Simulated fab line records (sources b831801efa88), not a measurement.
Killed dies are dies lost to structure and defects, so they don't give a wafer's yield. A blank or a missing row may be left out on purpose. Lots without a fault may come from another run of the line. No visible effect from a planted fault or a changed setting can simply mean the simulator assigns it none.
fab line records | flow sky130
record: lots: 11 | wafers: 33 | last-day: 51
route steps=708 shown VIA3@597 VIA4@660 PASSIVATION@683 PAD_OPEN@708
lots with no fault: from the same line, run without faults
start-h: the number of hours between the record's first day and the start of the first shown wafer of the lot | wait-h: how many hours have passed since the lot's step before this one | " the same as in the row above | L1.1+2: a single row standing in for several wafers | - either no value or no given start | * or withheld: withheld | < > ~ a bound
route shown NAME@n: a module of which the file shows steps, and the number in the route of the first | usual: the fault-free wafers' mean and standard deviation | same: alike in all rows | chamber/n: place in a boat | sites: the reading at each site | _std_site: standard deviation across them | _edge_site: the outer-site mean with the inner-site mean subtracted | radius-mm: how far each site lies from the wafer's centre | mask NAME#n: copy n | behind: tool/chamber where the wafer was last shaped | hold: why the lot was held/for how many hours/how that ended | device: the n, p or np transistor that did not switch | end of line: the tests these same wafers got at the end of their route | a step given without rows: its recipe and nothing more | killed: dies lost to structure and defects at the first sort, not the wafer's yield | map: a wafer's dies, marking killed ones x, the rest . and places with no die _
set.NAME: the setting that was run; set.NAME@STEP: the one run at that earlier step | model.NAME: the simulator's own value behind a step, which no gauge read
a sample of lots followed through the steps of the route, with each step as a table and each wafer as a row
services: the hour from which a tool's chamber was out of use, counted from the record's first day as start-h (under 0 if before that day), plus the number of hours and why
== steps ==
step: SKY_VIA3_CMP_24
recipe: stop-on: SiO2 | t-overpolish-s: 20 | down-force-psi: 3.5 | platen-rpm: 60 | target-thk-nm: 0 | pad-velocity-m-s: 0.94248
usual: motor-current-A: 11.5/1.2 | overpolish-run-s: 20.000/0.0095 | retaining-ring-pressure-frac: 1.000/0.0052 | time-to-endpoint-s: 96/5.1
lot.wafer | tool   | chamber | start-h | wait-h | motor-current-A | overpolish-run-s | retaining-ring-pressure-frac | time-to-endpoint-s
L153.3    | cmp-01 | 2       | 961.59  | 0.1    | 10.8            | 19.996           | 1.001                        | 93
L153.1    | "      | 0       | "       | "      | 12.6            | 19.994           | 0.988                        | 93
L153.5    | "      | 1       | "       | "      | 13.1            | 19.998           | 1.001                        | 86
L152.4    | cmp-01 | 2       | 962.46  | 0.0    | 10.2            | 19.997           | 1.003                        | 96
L152.1    | "      | 0       | "       | "      | 12.6            | 20.006           | 1.001                        | 92
L152.5    | "      | 2       | "       | "      | 10.2            | 19.997           | 0.995                        | 96
L155.4    | cmp-02 | 0       | 975.57  | 0.1    | 12.0            | 19.992           | 0.996                        | 99
L155.3    | "      | 1       | "       | "      | 12.9            | 19.998           | 1.003                        | 97
L155.5    | "      | 3       | "       | "      | 10.1            | 19.998           | 1.008                        | 97
L159.4    | cmp-01 | 2       | 1006.42 | 0.1    | 10.5            | 19.995           | 1.004                        | 95
L159.1    | "      | 3       | "       | "      | 10.7            | 20.007           | 0.995                        | 87
L159.5    | "      | 1       | "       | "      | 13.0            | 19.999           | 0.998                        | 86
L160.3    | cmp-02 | 0       | 1009.01 | 0.1    | 11.9            | 19.997           | 1.006                        | 104
L160.1    | "      | 1       | "       | "      | 12.5            | 20.004           | 1.006                        | 97
L160.6    | "      | 3       | "       | "      | 9.7             | 20.006           | 1.003                        | 94
L162.1    | cmp-02 | 1       | 1020.01 | 0.1    | 12.0            | 20.007           | 1.000                        | 94
L162.5    | "      | 0       | "       | "      | 11.7            | 19.980           | 1.006                        | 99
L162.6    | "      | 1       | "       | "      | 11.5            | 19.987           | 1.003                        | 99
L163.4    | cmp-02 | 0       | 1026.76 | 0.2    | 12.1            | 19.990           | 1.009                        | 102
L163.5    | "      | 1       | "       | "      | 12.4            | 19.997           | 1.006                        | 98
L163.6    | "      | 2       | "       | "      | 10.8            | 19.997           | 1.000                        | 95
L168.3    | cmp-01 | 0       | 1056.81 | 0.1    | 13.2            | 20.001           | 0.991                        | 94
L168.4    | "      | 1       | "       | "      | 13.3            | 20.001           | 0.991                        | 89
L168.1    | "      | 3       | "       | "      | 10.2            | 19.996           | 0.998                        | 91
L172.1    | cmp-01 | 0       | 1080.96 | 0.1    | 12.5            | 19.999           | 1.001                        | 95
L172.3    | "      | 3       | "       | "      | 9.9             | 20.016           | 1.000                        | 88
L172.5    | "      | 0       | "       | "      | 13.0            | 19.994           | 1.003                        | 92
L174.2    | cmp-01 | 3       | 1097.20 | 0.1    | 10.4            | 20.004           | 1.001                        | 94
L174.6    | "      | 2       | "       | "      | 10.5            | 20.007           | 0.999                        | 99
L174.5    | "      | 3       | "       | "      | 10.3            | 20.003           | 1.007                        | 97
L175.4    | cmp-02 | 1       | 1101.50 | 0.3    | 12.1            | 19.992           | 1.000                        | 103
L175.6    | "      | 2       | "       | "      | 11.5            | 19.989           | 1.000                        | 94
L175.5    | "      | 3       | "       | "      | 9.9             | 19.984           | 1.003                        | 102
step: SKY_VIA4_CMP_21
recipe: stop-on: SiO2 | t-overpolish-s: 25 | down-force-psi: 3.5 | platen-rpm: 60 | target-thk-nm: 0 | pad-velocity-m-s: 0.94248
usual: motor-current-A: 11.5/1.1 | overpolish-run-s: 25.001/0.0092 | retaining-ring-pressure-frac: 1.000/0.0048 | time-to-endpoint-s: 125/4.7
lot.wafer | tool   | chamber | start-h | wait-h | motor-current-A | overpolish-run-s | retaining-ring-pressure-frac | time-to-endpoint-s
L153.1    | cmp-01 | 0       | 1036.77 | 0.1    | 12.8            | 25.011           | 0.998                        | 126
L153.3    | "      | 2       | "       | "      | 10.8            | 24.996           | 1.001                        | 127
L153.5    | "      | 0       | "       | "      | 12.7            | 24.997           | 1.005                        | 128
L152.1    | cmp-02 | 2       | 1037.71 | 0.1    | 10.7            | 25.004           | 0.999                        | 123
L152.4    | "      | 3       | "       | "      | 10.5            | 24.989           | 1.001                        | 123
L152.5    | "      | 3       | "       | "      | 10.6            | 24.996           | 1.004                        | 127
L155.4    | cmp-01 | 3       | 1049.19 | 0.1    | 10.9            | 24.985           | 1.005                        | 121
L155.3    | "      | 1       | "       | "      | 13.3            | 24.999           | 1.005                        | 122
L155.5    | "      | 3       | "       | "      | 9.9             | 24.992           | 0.999                        | 117
L159.1    | cmp-01 | 3       | 1078.82 | 0.1    | 10.3            | 25.014           | 1.006                        | 117
L159.4    | "      | 0       | "       | "      | 12.9            | 25.000           | 1.002                        | 126
L159.5    | "      | 1       | "       | "      | 13.4            | 24.997           | 1.002                        | 119
L160.3    | cmp-02 | 3       | 1080.69 | 0.1    | 10.6            | 24.999           | 0.999                        | 128
L160.1    | "      | 0       | "       | "      | 11.5            | 25.001           | 1.001                        | 131
L160.6    | "      | 2       | "       | "      | 10.5            | 25.003           | 0.998                        | 123
L162.1    | cmp-02 | 0       | 1090.23 | 0.1    | 11.2            | 25.018           | 1.009                        | 129
L162.6    | "      | 0       | "       | "      | 11.9            | 24.994           | 1.012                        | 133
L162.5    | "      | 1       | "       | "      | 12.1            | 24.995           | 0.992                        | 127
L163.4    | cmp-01 | 0       | 1097.85 | 0.3    | 12.4            | 24.996           | 0.996                        | 129
L163.5    | "      | 2       | "       | "      | 10.0            | 24.992           | 0.995                        | 133
L163.6    | "      | 3       | "       | "      | 10.6            | 24.987           | 0.999                        | 125
L168.4    | cmp-02 | 2       | 1124.42 | 0.0    | 11.1            | 24.992           | 1.010                        | 124
L168.3    | "      | 3       | "       | "      | 9.8             | 24.977           | 1.001                        | 129
L168.1    | "      | 0       | "       | "      | 12.3            | 25.008           | 1.000                        | 130
L172.1    | cmp-02 | 2       | 1146.93 | 0.1    | 10.1            | 25.009           | 0.988                        | 127
L172.3    | "      | 1       | "       | "      | 11.6            | 24.977           | 0.993                        | 127
L172.5    | "      | 2       | "       | "      | 10.7            | 25.011           | 1.001                        | 119
L174.2    | cmp-01 | 0       | 1161.72 | 0.4    | 11.7            | 24.995           | 0.997                        | 122
L174.6    | "      | 0       | "       | "      | 13.3            | 24.994           | 1.002                        | 124
L174.5    | "      | 1       | "       | "      | 13.7            | 24.999           | 1.002                        | 118
L175.4    | cmp-02 | 2       | 1165.81 | 0.1    | 11.4            | 24.992           | 1.005                        | 121
L175.5    | "      | 1       | "       | "      | 12.1            | 25.007           | 0.997                        | 123
L175.6    | "      | 2       | "       | "      | 11.4            | 25.003           | 1.004                        | 118
step: SKY_PASSIVATION_CVD_02
recipe: material: Si3N4 | target-thk-nm: 540 | temp-c: 400 | time-s: withheld | rf-w: 450
usual: heater-power-w: 679/84
lot.wafer | tool     | chamber | start-h | wait-h | heater-power-w
L153.1    | pecvd-03 | 0       | 1060.66 | 0.1    | 794
L153.3    | "        | 1       | "       | "      | 762
L153.5    | "        | 2       | "       | "      | 714
L152.1    | pecvd-03 | 1       | 1062.55 | 0.1    | 709
L152.4    | "        | 1       | "       | "      | 728
L152.5    | "        | 2       | "       | "      | 618
L155.3    | pecvd-03 | 2       | 1072.79 | 0.0    | 753
L155.4    | "        | 2       | "       | "      | 604
L155.5    | "        | 0       | "       | "      | 786
L159.1    | pecvd-02 | 1       | 1101.48 | 0.1    | 776
L159.4    | "        | 2       | "       | "      | 608
L159.5    | "        | 1       | "       | "      | 819
L160.1    | pecvd-02 | 1       | 1103.67 | 0.1    | 756
L160.3    | "        | 0       | "       | "      | 609
L160.6    | "        | 2       | "       | "      | 495
L162.1    | pecvd-02 | 0       | 1112.26 | 0.1    | 568
L162.5    | "        | 0       | "       | "      | 591
L162.6    | "        | 1       | "       | "      | 770
L163.4    | pecvd-03 | 1       | 1119.35 | 0.1    | 722
L163.5    | "        | 1       | "       | "      | 736
L163.6    | "        | 2       | "       | "      | 729
L168.1    | pecvd-01 | 1       | 1146.13 | 0.1    | 596
L168.3    | "        | 1       | "       | "      | 609
L168.4    | "        | 2       | "       | "      | 716
L172.1    | pecvd-02 | 0       | 1167.11 | 0.1    | 609
L172.3    | "        | 2       | "       | "      | 508
L172.5    | "        | 2       | "       | "      | 555
L174.2    | pecvd-02 | 0       | 1180.55 | 0.0    | 641
L174.5    | "        | 1       | "       | "      | 667
L174.6    | "        | 0       | "       | "      | 656
L175.4    | pecvd-02 | 1       | 1185.10 | 0.1    | 671
L175.5    | "        | 2       | "       | "      | 608
L175.6    | "        | 0       | "       | "      | 534
step: SKY_PASSIVATION_ETCH_11
recipe: chemistry: CF4/O2 | target-depth-nm: 725 | stop-on: AlCu | source-w: 800 | bias-w: 150 | pressure-mtorr: 150 | cf4-flow-sccm: 80 | O2_flow_sccm: 10 | time-s: 161.1
usual: O2_flow_sccm: 9.995/0.026 | drypump-motor-current-A: 5.8/0.45 | oes-product-au: 0.977/0.0072 | throttle-valve-pct: 5.962/0.0095
lot.wafer | tool        | chamber | start-h | wait-h | O2_flow_sccm | drypump-motor-current-A | oes-product-au | rf-hours-counter-h | throttle-valve-pct
L153.1    | rie-diel-02 | 3       | 1082.38 | -      | 10.000       | 5.6                     | 0.973          | 15                 | 5.951
L153.3    | "           | 2       | "       | "      | 9.990        | 6.8                     | 0.973          | 14                 | 5.954
L153.5    | "           | 1       | "       | "      | 9.992        | 6.6                     | 0.989          | -                  | 5.947
L152.1    | rie-diel-04 | 3       | 1084.65 | -      | 9.980        | 5.6                     | 0.973          | 29                 | 5.944
L152.4    | "           | 0       | "       | "      | 10.013       | 5.5                     | 0.977          | 10                 | 5.989
L152.5    | "           | 3       | "       | "      | 9.994        | 5.6                     | 0.984          | -                  | 5.954
L155.3    | rie-diel-02 | 3       | 1094.60 | -      | 10.005       | 5.6                     | 0.974          | 15                 | 5.961
L155.4    | "           | 2       | "       | "      | 9.973        | 6.7                     | 0.971          | 14                 | 5.952
L155.5    | "           | 1       | "       | "      | 9.962        | 6.6                     | 0.984          | -                  | 5.957
L159.1    | rie-diel-03 | 0       | 1122.30 | -      | 10.031       | 5.7                     | 0.970          | 24                 | 5.964
L159.4    | "           | 2       | "       | "      | 10.013       | 5.2                     | 0.970          | -                  | 5.967
L159.5    | "           | 1       | "       | "      | 9.963        | 5.8                     | 0.983          | -                  | 5.976
L160.1    | rie-diel-04 | 2       | 1123.98 | -      | 10.042       | 5.5                     | 0.973          | 22                 | 5.948
L160.3    | "           | 3       | "       | "      | 9.960        | 5.7                     | 0.983          | 30                 | 5.967
L160.6    | "           | 3       | "       | "      | 9.995        | 5.6                     | 0.988          | -                  | 5.971
L162.1    | rie-diel-04 | 1       | 1133.25 | -      | 10.012       | 5.8                     | 0.985          | 16                 | 5.965
L162.5    | "           | 2       | "       | "      | 9.998        | 5.5                     | 0.990          | -                  | 5.974
L162.6    | "           | 1       | "       | "      | 9.959        | 5.7                     | 0.978          | -                  | 5.955
L163.4    | rie-diel-02 | 1       | 1139.60 | -      | 10.034       | 6.6                     | 0.986          | 10                 | 5.971
L163.5    | "           | 3       | "       | "      | 10.035       | 5.5                     | 0.981          | -                  | 5.967
L163.6    | "           | 2       | "       | "      | 10.015       | 6.7                     | 0.976          | -                  | 5.948
L168.1    | rie-diel-02 | 1       | 1165.28 | -      | 10.020       | 6.6                     | 0.973          | 11                 | 5.965
L168.3    | "           | 0       | "       | "      | 9.985        | 5.7                     | 0.982          | 3                  | 5.956
L168.4    | "           | 2       | "       | "      | 10.002       | 6.7                     | 0.983          | 16                 | 5.968
L172.1    | rie-diel-04 | 2       | 1184.75 | -      | 9.996        | 5.5                     | 0.986          | 25                 | 5.980
L172.3    | "           | 3       | "       | "      | 9.968        | 5.6                     | 0.974          | 33                 | 5.957
L172.5    | "           | 3       | "       | "      | 10.024       | 5.6                     | 0.976          | -                  | 5.970
L174.2    | rie-diel-02 | 3       | 1197.05 | -      | 9.986        | 5.6                     | 0.969          | 18                 | 5.951
L174.5    | "           | 0       | "       | "      | 9.962        | 5.7                     | 0.969          | -                  | 5.966
L174.6    | "           | 1       | "       | "      | 9.998        | 6.6                     | 0.983          | -                  | 5.966
L175.4    | rie-diel-03 | 1       | 1201.30 | -      | 10.034       | 5.8                     | 0.969          | 18                 | 5.947
L175.5    | "           | 1       | "       | "      | 10.002       | 5.8                     | 0.988          | -                  | 5.985
L175.6    | "           | 0       | "       | "      | 10.007       | 5.7                     | 0.985          | -                  | 5.964
step: SKY_PAD_OPEN_PROBE_99
usual: defect-limited-yield: 82.5/2.2 | killed_at_M0_to_M3: 43/7.5 | killed_at_M4_up: 3.2/1.9 | killed-at-contacts: 24/5.6 | killed-at-front-end: 15/4.8 | killed-at-other: 0.2/0.54 | killed-dies: 86/11 | killed-on-rim: 17/3.6 | killed-open: 47/7.6 | killed-short: 39/7.1 | sort_bin_3_pad_short: 0.8/0.36 | sort_bin_5_function: 10.4/1.6 | sort_bin_6_memory: 6.3/1.3 | sort-n-pass: 406/11 | sort-yield-pct: 82.5/2.2
same: gross-dies: 492 | killed-at-back-side: 0 | sort_bin_4_leakage[%]: 0 | sort_bin_8_speed[%]: 0
lot.wafer | tool      | chamber | start-h | wait-h | defect-limited-yield[%] | killed_at_M0_to_M3 | killed_at_M4_up | killed-at-contacts | killed-at-front-end | killed-at-other | killed-dies | killed-on-rim | killed-open | killed-short | sort_bin_3_pad_short[%] | sort_bin_5_function[%] | sort_bin_6_memory[%] | sort-n-pass | sort-yield-pct[%]
L152.1    | prober-01 | -       | 1108.38 | 0.1    | 83.3                    | 51                 | 1               | 19                 | 11                  | 0               | 82          | 18            | 44          | 38           | 1.0                     | 12.4                   | 3.3                  | 410         | 83.3
L152.4    | prober-01 | -       | 1108.53 | 0.2    | 82.1                    | 57                 | 2               | 16                 | 13                  | 0               | 88          | 17            | 49          | 39           | 0.4                     | 9.1                    | 8.3                  | 404         | 82.1
L152.5    | prober-01 | -       | 1108.58 | 0.2    | 84.3                    | 37                 | 4               | 26                 | 10                  | 0               | 77          | 13            | 49          | 28           | 0.4                     | 9.6                    | 5.7                  | 415         | 84.3
L155.3    | prober-02 | -       | 1118.65 | 0.2    | 82.1                    | 42                 | 6               | 28                 | 11                  | 1               | 88          | 18            | 52          | 36           | 0.6                     | 11.8                   | 5.5                  | 404         | 82.1
L155.4    | prober-02 | -       | 1118.70 | 0.2    | 78.9                    | 50                 | 2               | 32                 | 20                  | 0               | 104         | 24            | 60          | 44           | 1.0                     | 12.4                   | 7.7                  | 388         | 78.9
L155.5    | prober-02 | -       | 1118.75 | 0.2    | 80.7                    | 46                 | 7               | 24                 | 18                  | 0               | 95          | 14            | 57          | 38           | 0.6                     | 11.6                   | 7.1                  | 397         | 80.7
L159.1    | prober-01 | -       | 1144.48 | 0.1    | 81.1                    | 40                 | 3               | 35                 | 15                  | 0               | 93          | 16            | 53          | 40           | 1.4                     | 10.4                   | 7.1                  | 399         | 81.1
L159.4    | prober-01 | -       | 1144.63 | 0.2    | 82.9                    | 45                 | 3               | 21                 | 15                  | 0               | 84          | 14            | 44          | 40           | 0.8                     | 10.6                   | 5.7                  | 408         | 82.9
L159.5    | prober-01 | -       | 1144.68 | 0.2    | 83.1                    | 50                 | 2               | 18                 | 13                  | 0               | 83          | 18            | 39          | 44           | 0.8                     | 12.2                   | 3.9                  | 409         | 83.1
L160.1    | prober-02 | -       | 1146.30 | 0.1    | 81.5                    | 41                 | 2               | 31                 | 16                  | 1               | 91          | 22            | 52          | 39           | 0.6                     | 10.6                   | 7.3                  | 401         | 81.5
L160.3    | prober-02 | -       | 1146.40 | 0.2    | 79.9                    | 48                 | 2               | 34                 | 15                  | 0               | 99          | 22            | 53          | 46           | 0.6                     | 11.4                   | 8.1                  | 393         | 79.9
L160.6    | prober-02 | -       | 1146.55 | 0.2    | 85.0                    | 31                 | 4               | 21                 | 18                  | 0               | 74          | 16            | 43          | 31           | 0.4                     | 10.4                   | 4.3                  | 418         | 85.0
L162.1    | prober-02 | -       | 1156.88 | 0.1    | 55.9                    | 179                | 2               | 22                 | 14                  | 0               | 217         | 46            | 53          | 30           | 1.8                     | 27.2                   | 15.0                 | 275         | 55.9
L162.5    | prober-02 | -       | 1157.08 | 0.2    | 79.3                    | 50                 | 8               | 20                 | 24                  | 0               | 102         | 14            | 51          | 51           | 1.4                     | 12.4                   | 6.9                  | 390         | 79.3
L162.6    | prober-02 | -       | 1157.13 | 0.2    | 58.1                    | 163                | 3               | 25                 | 15                  | 0               | 206         | 45            | 40          | 46           | 2.8                     | 24.6                   | 14.4                 | 286         | 58.1
L163.4    | prober-01 | -       | 1161.36 | 0.2    | 83.1                    | 37                 | 4               | 27                 | 15                  | 0               | 83          | 14            | 50          | 33           | 0.4                     | 8.7                    | 7.7                  | 409         | 83.1
L163.5    | prober-01 | -       | 1161.41 | 0.2    | 61.0                    | 162                | 2               | 15                 | 13                  | 0               | 192         | 37            | 39          | 24           | 3.0                     | 24.4                   | 11.6                 | 300         | 61.0
L163.6    | prober-01 | -       | 1161.46 | 0.2    | 84.3                    | 28                 | 2               | 32                 | 15                  | 0               | 77          | 13            | 45          | 32           | 0.6                     | 10.4                   | 4.7                  | 415         | 84.3
L168.1    | prober-02 | -       | 1185.30 | 0.1    | 78.0                    | 67                 | 5               | 19                 | 17                  | 0               | 108         | 15            | 56          | 52           | 1.6                     | 12.8                   | 7.5                  | 384         | 78.0
L168.3    | prober-02 | -       | 1185.40 | 0.2    | 81.3                    | 43                 | 1               | 28                 | 20                  | 0               | 92          | 14            | 42          | 50           | 0.8                     | 10.6                   | 7.3                  | 400         | 81.3
L168.4    | prober-02 | -       | 1185.45 | 0.2    | 82.3                    | 46                 | 4               | 21                 | 16                  | 0               | 87          | 17            | 52          | 35           | 0.4                     | 10.0                   | 7.3                  | 405         | 82.3
L172.1    | prober-02 | -       | 1203.77 | 0.1    | 82.5                    | 42                 | 4               | 19                 | 21                  | 0               | 86          | 16            | 55          | 31           | 0.8                     | 7.3                    | 9.3                  | 406         | 82.5
L172.3    | prober-02 | -       | 1203.87 | 0.2    | 78.0                    | 45                 | 6               | 31                 | 26                  | 0               | 108         | 19            | 47          | 61           | 1.4                     | 11.6                   | 8.9                  | 384         | 78.0
L172.5    | prober-02 | -       | 1203.97 | 0.2    | 82.9                    | 44                 | 2               | 27                 | 11                  | 0               | 84          | 16            | 51          | 33           | 0.6                     | 11.2                   | 5.3                  | 408         | 82.9
killed by level:class
L152.1 VIA2:geometric-particle:open=11 METAL2:geometric-particle:short=8 CONTACT:geometric-particle:open=8 VIA1:geometric-particle:short=8 LI_CONTACT:geometric-particle:open=6 VIA1:geometric-particle:open=6 VIA3:geometric-particle:open=6 METAL1:geometric-particle:short=4
L152.4 VIA1:geometric-particle:open=12 VIA2:geometric-particle:open=11 CONTACT:geometric-particle:open=9 METAL1:geometric-particle:short=8 VIA3:geometric-particle:open=8 VIA1:geometric-particle:short=6 METAL2:geometric-particle:short=5 FIELD_ISO:geometric-particle:short=4
L152.5 CONTACT:geometric-particle:open=10 VIA1:geometric-particle:open=10 VIA2:geometric-particle:open=9 LI_CONTACT:geometric-particle:open=6 VIA3:geometric-particle:open=5 POLY_GATE:geometric-particle:open=4 LOCAL_INTERCONNECT:geometric-particle:short=4 METAL1:geometric-particle:short=4
L155.3 VIA1:geometric-particle:open=14 CONTACT:geometric-particle:open=12 LI_CONTACT:geometric-particle:open=7 VIA3:geometric-particle:open=7 METAL4:geometric-particle:short=6 CONTACT:geometric-particle:short=5 POLY_GATE:geometric-particle:open=4 METAL2:geometric-particle:short=4
L155.4 VIA1:geometric-particle:open=15 CONTACT:geometric-particle:open=11 LI_CONTACT:geometric-particle:open=8 VIA3:geometric-particle:open=7 VIA3:geometric-particle:short=6 POLY_GATE:geometric-particle:short=5 CONTACT:geometric-particle:short=5 VIA2:geometric-particle:short=5
L155.5 VIA1:geometric-particle:open=9 VIA2:geometric-particle:open=9 VIA3:geometric-particle:open=8 CONTACT:geometric-particle:open=8 FIELD_ISO:geometric-particle:open=7 VIA1:geometric-particle:short=7 CONTACT:geometric-particle:short=6 METAL4:geometric-particle:short=5
L159.1 CONTACT:geometric-particle:open=15 VIA3:geometric-particle:open=8 VIA1:geometric-particle:open=7 LOCAL_INTERCONNECT:geometric-particle:short=6 CONTACT:geometric-particle:short=6 METAL1:geometric-particle:short=6 FIELD_ISO:geometric-particle:open=5 LI_CONTACT:geometric-particle:short=4
L159.4 VIA1:geometric-particle:open=11 LI_CONTACT:geometric-particle:open=8 METAL2:geometric-particle:short=8 VIA3:geometric-particle:open=8 VIA1:geometric-particle:short=6 CONTACT:geometric-particle:short=6 CONTACT:geometric-particle:open=5 METAL1:geometric-particle:short=5
L159.5 VIA1:geometric-particle:open=8 METAL1:geometric-particle:short=7 METAL2:geometric-particle:short=7 LOCAL_INTERCONNECT:geometric-particle:short=6 VIA2:geometric-particle:open=6 VIA3:geometric-particle:open=6 LI_CONTACT:geometric-particle:open=5 CONTACT:geometric-particle:open=5
L160.1 CONTACT:geometric-particle:open=11 VIA1:geometric-particle:open=11 CONTACT:geometric-particle:short=9 FIELD_ISO:geometric-particle:open=7 VIA2:geometric-particle:open=7 VIA1:geometric-particle:short=5 LI_CONTACT:geometric-particle:open=5 METAL2:geometric-particle:short=5
L160.3 CONTACT:geometric-particle:open=13 VIA1:geometric-particle:short=9 VIA1:geometric-particle:open=8 VIA3:geometric-particle:open=8 LI_CONTACT:geometric-particle:open=6 VIA2:geometric-particle:open=5 CONTACT:geometric-particle:short=5 VIA3:geometric-particle:short=5
L160.6 LI_CONTACT:geometric-particle:open=10 VIA3:geometric-particle:open=8 FIELD_ISO:geometric-particle:open=6 VIA2:geometric-particle:open=5 FIELD_ISO:geometric-particle:short=4 CONTACT:geometric-particle:open=4 CONTACT:geometric-particle:short=4 VIA1:geometric-particle:short=4
L162.1 VIA3:unspecified=134 VIA1:geometric-particle:open=11 CONTACT:geometric-particle:open=9 METAL1:geometric-particle:short=9 LI_CONTACT:geometric-particle:open=7 VIA3:geometric-particle:open=6 VIA2:geometric-particle:open=5 METAL2:geometric-particle:short=4
L162.5 VIA1:geometric-particle:open=12 FIELD_ISO:geometric-particle:open=8 METAL2:geometric-particle:short=8 VIA3:geometric-particle:open=8 FIELD_ISO:geometric-particle:short=6 POLY_GATE:geometric-particle:short=6 CONTACT:geometric-particle:open=6 METAL3:geometric-particle:short=5
L162.6 VIA3:unspecified=120 METAL2:geometric-particle:short=8 VIA3:geometric-particle:open=8 CONTACT:geometric-particle:open=7 VIA1:geometric-particle:open=7 METAL1:geometric-particle:short=7 FIELD_ISO:geometric-particle:open=5 METAL3:geometric-particle:short=5
L163.4 LI_CONTACT:geometric-particle:open=10 VIA1:geometric-particle:open=9 VIA2:geometric-particle:open=7 CONTACT:geometric-particle:open=7 VIA3:geometric-particle:open=7 FIELD_ISO:geometric-particle:short=6 METAL1:geometric-particle:short=6 METAL4:geometric-particle:short=4
L163.5 VIA3:unspecified=129 VIA1:geometric-particle:open=14 POLY_GATE:geometric-particle:open=6 CONTACT:geometric-particle:open=5 VIA2:geometric-particle:open=5 CONTACT:geometric-particle:short=4 METAL1:geometric-particle:short=4 VIA2:geometric-particle:short=3
L163.6 CONTACT:geometric-particle:open=12 CONTACT:geometric-particle:short=6 LI_CONTACT:geometric-particle:open=6 FIELD_ISO:geometric-particle:open=5 POLY_GATE:geometric-particle:short=5 POLY_GATE:geometric-particle:open=4 LI_CONTACT:geometric-particle:short=4 METAL1:geometric-particle:short=4
L168.1 VIA1:geometric-particle:open=15 VIA2:geometric-particle:open=9 METAL2:geometric-particle:short=9 FIELD_ISO:geometric-particle:short=7 VIA3:geometric-particle:short=6 CONTACT:geometric-particle:open=6 METAL1:geometric-particle:short=6 LI_CONTACT:geometric-particle:open=5
L168.3 VIA1:geometric-particle:open=10 CONTACT:geometric-particle:open=7 LI_CONTACT:geometric-particle:open=6 CONTACT:geometric-particle:short=6 VIA2:geometric-particle:short=6 VIA2:geometric-particle:open=6 FIELD_ISO:geometric-particle:open=5 LOCAL_INTERCONNECT:geometric-particle:short=5
L168.4 VIA1:geometric-particle:open=12 LI_CONTACT:geometric-particle:open=8 CONTACT:geometric-particle:open=7 METAL2:geometric-particle:short=7 VIA3:geometric-particle:open=6 VIA2:geometric-particle:short=5 VIA2:geometric-particle:open=5 SPACER:geometric-particle:open=4
L172.1 VIA1:geometric-particle:open=12 POLY_GATE:geometric-particle:open=8 CONTACT:geometric-particle:open=7 VIA3:geometric-particle:open=7 VIA2:geometric-particle:open=6 FIELD_ISO:geometric-particle:short=4 FIELD_ISO:geometric-particle:open=4 LI_CONTACT:geometric-particle:open=4
L172.3 LI_CONTACT:geometric-particle:open=12 POLY_GATE:geometric-particle:short=8 METAL1:geometric-particle:short=8 FIELD_ISO:geometric-particle:short=7 VIA1:geometric-particle:open=7 CONTACT:geometric-particle:open=7 POLY_GATE:geometric-particle:open=5 VIA3:geometric-particle:open=5
L172.5 VIA1:geometric-particle:open=14 CONTACT:geometric-particle:open=12 LI_CONTACT:geometric-particle:open=7 VIA2:geometric-particle:open=6 CONTACT:geometric-particle:short=5 METAL1:geometric-particle:short=4 VIA1:geometric-particle:short=4 METAL1:geometric-particle:open=3
== services ==
tool        | chamber | start-h | hours | kind
cmp-02      | -       | 960.62  | 4.5   | repair
pecvd-03    | -       | 992.13  | 6.0   | pm
rie-diel-02 | 1       | 997.26  | 3.1   | repair
rie-diel-03 | 3       | 999.19  | 5.2   | repair
cmp-02      | -       | 999.46  | 1.2   | repair
rie-diel-03 | 1       | 1001.47 | 14.9  | repair
pecvd-02    | -       | 1023.58 | 1.1   | repair
rie-diel-04 | 1       | 1033.12 | 8.0   | repair
pecvd-02    | -       | 1045.80 | 28.1  | pm
rie-diel-04 | 0       | 1061.28 | 13.1  | repair
cmp-02      | -       | 1063.77 | 0.3   | repair
cmp-01      | -       | 1066.94 | 6.1   | repair
cmp-01      | -       | 1084.28 | 4.0   | pm
cmp-02      | -       | 1087.09 | 0.4   | repair
cmp-02      | -       | 1096.98 | 1.0   | repair
pecvd-03    | -       | 1101.55 | 0.4   | repair
cmp-02      | -       | 1105.87 | 4.3   | repair
pecvd-03    | 0       | 1112.08 | 15.4  | repair
cmp-02      | -       | 1130.17 | 6.0   | repair
pecvd-03    | 1       | 1141.00 | 8.4   | repair
cmp-02      | -       | 1152.72 | 1.0   | repair
cmp-02      | -       | 1161.21 | 4.3   | pm
cmp-02      | -       | 1197.56 | 7.6   | pm
rie-diel-02 | -       | 1198.92 | 0.6   | repair
== key ==
first-sign: step: SKY_PAD_OPEN_PROBE_99 | reading: killed_at_M0_to_M3 | direction: up | sigmas: 17 | usual: 43 | struck: 168
effect: step: SKY_PAD_OPEN_PROBE_99 | reading: killed-dies | direction: up | sigmas: 11 | usual: 86 | struck: 205
met-at SKY_VIA3_CMP_24
struck-lots L162,L163
struck-wafers L162.1,L162.6,L163.5
not-acting-at SKY_VIA4_CMP_21,SKY_PASSIVATION_CVD_02,SKY_PASSIVATION_ETCH_11
onset-between 1009.01 1020.01
fault: kind: chamber-particle-source | tool: cmp-02 | chamber: 1 | onset-h: 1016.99 | steps: SKY_VIA3_CMP_24 | rate-per-visit-cm2: 0.64069 | end-h: 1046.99
